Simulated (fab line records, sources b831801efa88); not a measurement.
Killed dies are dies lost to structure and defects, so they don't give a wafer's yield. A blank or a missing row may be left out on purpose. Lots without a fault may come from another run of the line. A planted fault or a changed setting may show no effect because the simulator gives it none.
fab line records | flow sky130
record lots=15 wafers=45 last_day=50
route steps=708 shown SD_P@327 RES_XHIGH@337
lots that met no fault: from a run of the same line without faults
start_h: hours from the record's first day to the start of the lot's first wafer shown | wait_h: hours since the lot's step before | " the same as in the row above | L1.1+2: a row that stands for several wafers | - no value, or no start given | * or withheld: withheld | < > ~ a bound
route shown NAME@n: a module of which the file shows steps, and the number in the route of the first | usual: mean/standard deviation of fault-free wafers | same: alike in all rows | chamber/n: place in a boat | sites: the reading at each site | _std_site: their standard deviation | _edge_site: outer sites' mean less inner sites' | radius_mm: how far each site lies from the wafer's centre | mask NAME#n: copy n | behind: the tool/chamber that last shaped the wafer | hold: why the lot was held/for how many hours/how that ended | device: the transistor (n, p or np) that didn't switch | end of line: the same wafers' tests at the end of the route | a step without rows: its recipe alone | killed: dies lost to structure and defects at the first sort, not the wafer's yield | map: a wafer's dies, x killed, . not, _ none there
set.NAME: the setting as run; set.NAME@STEP: as run at that earlier step | model.NAME: the simulator's own value behind a step, which no gauge read
steps of the route over a sample of lots; a table a step, a row a wafer
services: from which hour (start_h, from the record's first day; less than 0 if before it) a tool's chamber was out of use, for how many hours, and why
## steps
# step SKY_SD_P_CD_MEAS_07
# recipe target_cd_nm=380
# usual cd_nm=379.1/2.6
# columns lot.wafer tool chamber start_h wait_h cd_nm
L877.2 cd_sem-01 - 574.76 0.1 378.5
L877.4 " - " " 379.6
L877.6 " - " " 380.9
L879.1 cd_sem-01 - 604.59 0.1 378.3
L879.3 " - " " 376.3
L879.5 " - " " 376.3
L878.3 cd_sem-01 - 612.90 0.2 381.4
L878.4 " - " " 382.2
L878.5 " - " " 384.2
L881.1 cd_sem-01 - 617.29 0.1 377.0
L881.5 " - " " 376.5
L881.6 " - " " 375.3
L880.1 cd_sem-01 - 621.09 0.1 379.5
L880.4 " - " " 380.4
L880.5 " - " " 380.2
L882.2 cd_sem-02 - 635.01 0.1 376.8
L882.3 " - " " 378.0
L882.4 " - " " 376.2
L884.2 cd_sem-01 - 644.11 0.1 377.8
L884.5 " - " " 379.1
L884.6 " - " " 378.1
L887.1 cd_sem-02 - 681.09 0.1 380.9
L887.4 " - " " 381.1
L887.5 " - " " 381.3
L892.1 cd_sem-02 - 732.89 0.1 378.6
L892.2 " - " " 378.1
L892.4 " - " " 380.5
L894.4 cd_sem-02 - 740.30 0.1 381.7
L894.5 " - " " 380.7
L894.6 " - " " 379.4
L896.1 cd_sem-02 - 745.74 0.1 376.6
L896.2 " - " " 378.1
L896.6 " - " " 379.4
L897.3 cd_sem-02 - 747.83 0.1 378.9
L897.4 " - " " 376.6
L897.6 " - " " 375.9
L899.1 cd_sem-01 - 762.39 0.1 378.3
L899.4 " - " " 376.6
L899.6 " - " " 377.6
L898.1 cd_sem-01 - 765.24 0.1 382.0
L898.2 " - " " 380.7
L898.3 " - " " 380.5
L900.2 cd_sem-01 - 779.91 0.1 377.0
L900.5 " - " " 375.6
L900.6 " - " " 375.8
# step SKY_SD_P_STRIP_10
# recipe chemistry=O2/N2 power_w=1400 pressure_mtorr=1500 platen_temp_c=withheld o2_flow_sccm=3000 n2_flow_sccm=300 overash_fraction=0.5
# usual drypump_motor_current_A=5.7/0.32 oes_product_au=0.618/0.0043 strip_time_to_endpoint_s=17.50/0.045
# columns lot.wafer tool chamber start_h wait_h drypump_motor_current_A oes_product_au rf_hours_counter_h strip_time_to_endpoint_s
L877.2 plasma_asher-01 1 575.05 0.1 5.8 0.612 77 17.52
L877.4 " 0 " " 5.5 0.610 - 17.51
L877.6 " 0 " " 5.4 0.622 - 17.49
L879.1 plasma_asher-03 0 604.89 0.1 5.9 0.619 46 17.46
L879.3 " 0 " " 5.9 0.614 - 17.44
L879.5 " 0 " " 5.9 0.619 - 17.46
L878.3 plasma_asher-01 1 613.19 0.1 5.8 0.608 - 17.53
L878.4 " 0 " " 5.4 0.617 - 17.55
L878.5 " 1 " " 5.8 0.617 - 17.57
L881.1 plasma_asher-04 1 617.60 0.1 5.2 0.617 98 17.48
L881.5 " 0 " " 6.3 0.617 - 17.51
L881.6 " 1 " " 5.3 0.616 - 17.47
L880.1 plasma_asher-04 1 621.39 0.1 5.2 0.614 99 17.48
L880.4 " 1 " " 5.3 0.619 - 17.45
L880.5 " 0 " " 6.3 0.616 - 17.45
L882.2 plasma_asher-03 1 635.30 0.1 5.8 0.617 49 17.58
L882.3 " 0 " " 5.9 0.620 - 17.59
L882.4 " 1 " " 5.8 0.620 - 17.58
L884.2 plasma_asher-03 0 644.40 0.1 5.9 0.624 49 17.55
L884.5 " 1 " " 5.8 0.617 - 17.54
L884.6 " 0 " " 5.8 0.613 - 17.48
L887.1 plasma_asher-03 0 681.40 0.1 5.9 0.619 52 17.48
L887.4 " 0 " " 5.9 0.619 - 17.44
L887.5 " 0 " " 5.9 0.621 - 17.47
L892.1 plasma_asher-03 1 733.20 0.1 5.8 0.609 57 17.54
L892.2 " 0 " " 5.9 0.618 57 17.56
L892.4 " 0 " " 5.9 0.628 - 17.52
L894.4 plasma_asher-01 0 740.57 0.1 5.5 0.615 - 17.42
L894.5 " 0 " " 5.5 0.620 - 17.44
L894.6 " 1 " " 5.8 0.617 - 17.41
L896.1 plasma_asher-03 1 746.05 0.1 5.8 0.617 59 17.45
L896.2 " 0 " " 5.8 0.616 59 17.45
L896.6 " 1 " " 5.8 0.625 - 17.40
L897.3 plasma_asher-04 0 748.12 0.1 6.3 0.620 - 17.48
L897.4 " 1 " " 5.2 0.622 - 17.51
L897.6 " 0 " " 6.3 0.621 - 17.51
L899.1 plasma_asher-03 0 762.70 0.1 5.9 0.622 60 17.50
L899.4 " 1 " " 5.8 0.625 - 17.50
L899.6 " 1 " " 5.7 0.624 - 17.50
L898.1 plasma_asher-01 0 765.55 0.1 5.4 0.624 95 17.49
L898.2 " 1 " " 5.8 0.616 95 17.51
L898.3 " 1 " " 5.8 0.617 - 17.51
L900.2 plasma_asher-04 1 780.20 0.1 5.3 0.610 3 17.41
L900.5 " 1 " " 5.2 0.605 - 17.45
L900.6 " 0 " " 6.3 0.616 - 17.44
# step SKY_RES_XHIGH_PEB_05
# recipe temp_c=withheld time_s=* resist=NOVOLAK
# usual chill_plate_temp_C=* exhaust_pa=44.8/0.91
# columns lot.wafer tool chamber start_h wait_h chill_plate_temp_C exhaust_pa
L877.2 litho_track-04 0 603.71 - * 44.6
L877.4 " 0 " " * 44.7
L877.6 " 0 " " * 44.8
L879.1 litho_track-04 0 632.84 - * 43.4
L879.3 " 0 " " * 42.8
L879.5 " 0 " " * 43.2
L878.3 litho_track-04 0 640.39 - * 44.5
L878.4 " 0 " " * 45.7
L878.5 " 0 " " * 44.6
L881.1 litho_track-04 0 645.69 - * 44.7
L881.5 " 0 " " * 44.3
L881.6 " 0 " " * 45.2
L880.1 litho_track-03 0 649.74 - * 44.7
L880.4 " 0 " " * 46.0
L880.5 " 0 " " * 45.5
L882.2 litho_track-01 0 663.61 - * 43.8
L882.3 " 0 " " * 45.3
L882.4 " 0 " " * 45.6
L884.2 litho_track-04 0 672.06 - * 45.0
L884.5 " 0 " " * 46.0
L884.6 " 0 " " * 44.3
L887.1 litho_track-03 0 709.94 - * 44.6
L887.4 " 0 " " * 44.1
L887.5 " 0 " " * 44.2
L892.1 litho_track-04 - 760.19 - - -
L892.2 " - " " - -
L892.4 " - " " - -
L894.4 litho_track-03 - 767.42 - - -
L894.5 " - " " - -
L894.6 " - " " - -
L896.1 litho_track-03 - 772.39 - - -
L896.2 " - " " - -
L896.6 " - " " - -
L897.3 litho_track-04 0 774.59 - * 44.7
L897.4 " 0 " " * 44.6
L897.6 " 0 " " * 43.9
L899.1 litho_track-01 0 788.24 - * 46.0
L899.4 " 0 " " * 43.6
L899.6 " 0 " " * 45.5
L898.1 litho_track-03 0 790.14 - * 44.8
L898.2 " 0 " " * 46.1
L898.3 " 0 " " * 45.4
L900.2 litho_track-03 0 804.62 - * 44.2
L900.5 " 0 " " * 44.2
L900.6 " 0 " " * 45.3
# step SKY_SD_N_RS_MEAS_17
# recipe thk_meas_gauge=four-point-probe
# usual SD_P_RS=147.1/0.34
# columns lot.wafer tool chamber start_h wait_h SD_P_RS[ohm/sq]
L877.2 film_metro-04 - 633.37 0.1 147.1
L877.4 " - " " 146.9
L877.6 " - " " 147.1
L879.1 film_metro-03 - 662.79 0.1 147.5
L879.3 " - " " 147.2
L879.5 " - " " 147.0
L878.3 film_metro-02 - 669.73 0.1 147.1
L878.4 " - " " 147.4
L878.5 " - " " 147.3
L881.1 film_metro-04 - 675.90 0.1 147.0
L881.5 " - " " 146.6
L881.6 " - " " 147.0
L880.1 film_metro-02 - 679.67 0.1 147.5
L880.4 " - " " 146.7
L880.5 " - " " 147.0
L882.2 film_metro-04 - 693.05 0.1 147.1
L882.3 " - " " 147.4
L882.4 " - " " 147.0
L884.2 film_metro-02 - 702.52 0.1 146.7
L884.5 " - " " 146.7
L884.6 " - " " 147.4
L887.1 film_metro-03 - 738.40 0.1 146.7
L887.4 " - " " 146.9
L887.5 " - " " 147.2
L892.1 film_metro-03 - 787.50 0.1 147.6
L892.2 " - " " 147.6
L892.4 " - " " 147.8
L894.4 film_metro-03 - 794.01 0.1 147.5
L894.5 " - " " 147.3
L894.6 " - " " 147.6
L896.1 film_metro-03 - 799.35 0.1 146.9
L896.2 " - " " 147.2
L896.6 " - " " 147.0
L897.3 film_metro-02 - 801.10 0.1 146.9
L897.4 " - " " 146.7
L897.6 " - " " 147.7
L899.1 film_metro-02 - 813.86 0.1 147.3
L899.4 " - " " 147.5
L899.6 " - " " 147.3
L898.1 film_metro-04 - 815.30 0.1 147.0
L898.2 " - " " 147.2
L898.3 " - " " 146.7
L900.2 film_metro-03 - 829.21 0.1 147.4
L900.5 " - " " 147.2
L900.6 " - " " 147.0
## services
# columns tool chamber start_h hours kind
plasma_asher-03 - 667.76 11.0 repair
plasma_asher-01 - 704.36 2.3 repair
plasma_asher-01 - 721.53 4.0 repair
plasma_asher-03 - 721.92 3.1 repair
plasma_asher-04 - 733.75 9.0 pm
plasma_asher-04 0 733.75 9.0 vent_cycle
plasma_asher-04 1 733.75 9.0 vent_cycle
plasma_asher-04 0 742.75 - clean
plasma_asher-04 1 742.75 - clean
plasma_asher-04 - 751.25 2.8 pm
plasma_asher-04 - 754.61 2.3 repair
plasma_asher-01 - 799.02 3.8 repair
## key
first_sign step=SKY_RES_XHIGH_PEB_05 reading=tool_record direction=missing
effect none on later readings
met_at SKY_RES_XHIGH_PEB_05
struck_lots L892,L894,L896
sort_left_out L892.1,L892.2,L892.4,L894.4,L894.5,L894.6,L896.1,L896.2,L896.6
tester_left_out L892,L894,L896
not_acting_at SKY_SD_P_CD_MEAS_07,SKY_SD_P_STRIP_10,SKY_SD_N_RS_MEAS_17
onset_between 709.94 760.19
fault kind=skipped_step_whole tool=litho_track-03,litho_track-04 chamber=- onset_h=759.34 steps=SKY_RES_XHIGH_PEB_05 scope=struck_lots_only
# tester_left_out: of these lots the tester's yield and bins aren't shown, on N5 and GAA mostly nor the transistor test; their killed dies are dies lost to structure and defects alone, not to doping, threshold or leakage, so they don't give the yield
# sort_left_out: the simulated sort isn't trusted on such a fault, so these wafers' sort isn't shown, and their yield isn't known
